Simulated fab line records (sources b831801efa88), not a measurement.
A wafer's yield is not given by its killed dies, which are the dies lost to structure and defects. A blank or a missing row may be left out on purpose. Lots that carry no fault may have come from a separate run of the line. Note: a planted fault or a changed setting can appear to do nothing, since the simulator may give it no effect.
Matching of chambers || flow sky130 || SKY_FIELD_ISO_ETCH_15 on rie_diel-03: 4 sister chambers
The step etches the open film in CHF3/O2, stops on Si, target depth 180 nm, time 72 s. 7 wafers are shown with their chamber, then 7 later ones without.

## WAFERS, EACH WITH ITS CHAMBER
{"wafer": "L079.2", "chamber": 1, "throttle_valve_pct (%)": 8.838, "oes_product_au (a.u.)": 0.948}
{"wafer": "L079.4", "chamber": 2, "throttle_valve_pct (%)": 8.852, "oes_product_au (a.u.)": 0.949}
{"wafer": "L080.1", "chamber": 1, "throttle_valve_pct (%)": 8.844, "oes_product_au (a.u.)": 0.956}
{"wafer": "L080.2", "chamber": 0, "throttle_valve_pct (%)": 8.851, "oes_product_au (a.u.)": 0.958}
{"wafer": "L080.4", "chamber": 3, "throttle_valve_pct (%)": 8.859, "oes_product_au (a.u.)": 0.965}
{"wafer": "L086.4", "chamber": 3, "throttle_valve_pct (%)": 8.838, "oes_product_au (a.u.)": 0.942}
{"wafer": "L086.5", "chamber": 0, "throttle_valve_pct (%)": 8.842, "oes_product_au (a.u.)": 0.948}

## WAFERS WITHOUT THEIR CHAMBER
{"wafer": "L086.6", "throttle_valve_pct (%)": 8.834, "oes_product_au (a.u.)": 0.946}
{"wafer": "L087.1", "throttle_valve_pct (%)": 8.854, "oes_product_au (a.u.)": 0.946}
{"wafer": "L087.2", "throttle_valve_pct (%)": 8.841, "oes_product_au (a.u.)": 0.942}
{"wafer": "L087.3", "throttle_valve_pct (%)": 8.858, "oes_product_au (a.u.)": 0.944}
{"wafer": "L095.2", "throttle_valve_pct (%)": 8.844, "oes_product_au (a.u.)": 0.937}
{"wafer": "L095.5", "throttle_valve_pct (%)": 8.834, "oes_product_au (a.u.)": 0.938}
{"wafer": "L095.6", "throttle_valve_pct (%)": 8.845, "oes_product_au (a.u.)": 0.935}

## WHICH CHAMBER EACH WENT THROUGH
{"wafer": "L086.6", "from the rows above": "can't be placed: 1 or 0 or 3 or 2", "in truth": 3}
{"wafer": "L087.1", "from the rows above": "can't be placed: 2 or 3 or 0 or 1", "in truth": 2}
{"wafer": "L087.2", "from the rows above": "can't be placed: 1 or 0 or 2 or 3", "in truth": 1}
{"wafer": "L087.3", "from the rows above": "can't be placed: 2 or 3 or 0 or 1", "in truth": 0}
{"wafer": "L095.2", "from the rows above": "can't be placed: 2 or 1 or 0 or 3", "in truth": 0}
{"wafer": "L095.5", "from the rows above": "can't be placed: 1 or 0 or 3 or 2", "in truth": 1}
{"wafer": "L095.6", "from the rows above": "can't be placed: 2 or 1 or 0 or 3", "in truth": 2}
Correctly placed: 0 of 7. Not placeable from these rows: 7 (in 7, the candidates include the true chamber). Number placed wrongly: 0.
How it was worked out, from the rows above alone: a wafer's distance from a chamber is the root of the sum, over the readings, of the square of ((its reading less the chamber's mean) divided by the reading's scatter). The wafer belongs to the nearest chamber; if the next one is less than 2 further off, it can't be placed. Each chamber's mean is taken over the wafers shown for it. The scatter is the square root of a quotient: the sum, over the shown wafers, of each reading's squared deviation from its chamber's mean, divided by wafers minus chambers.
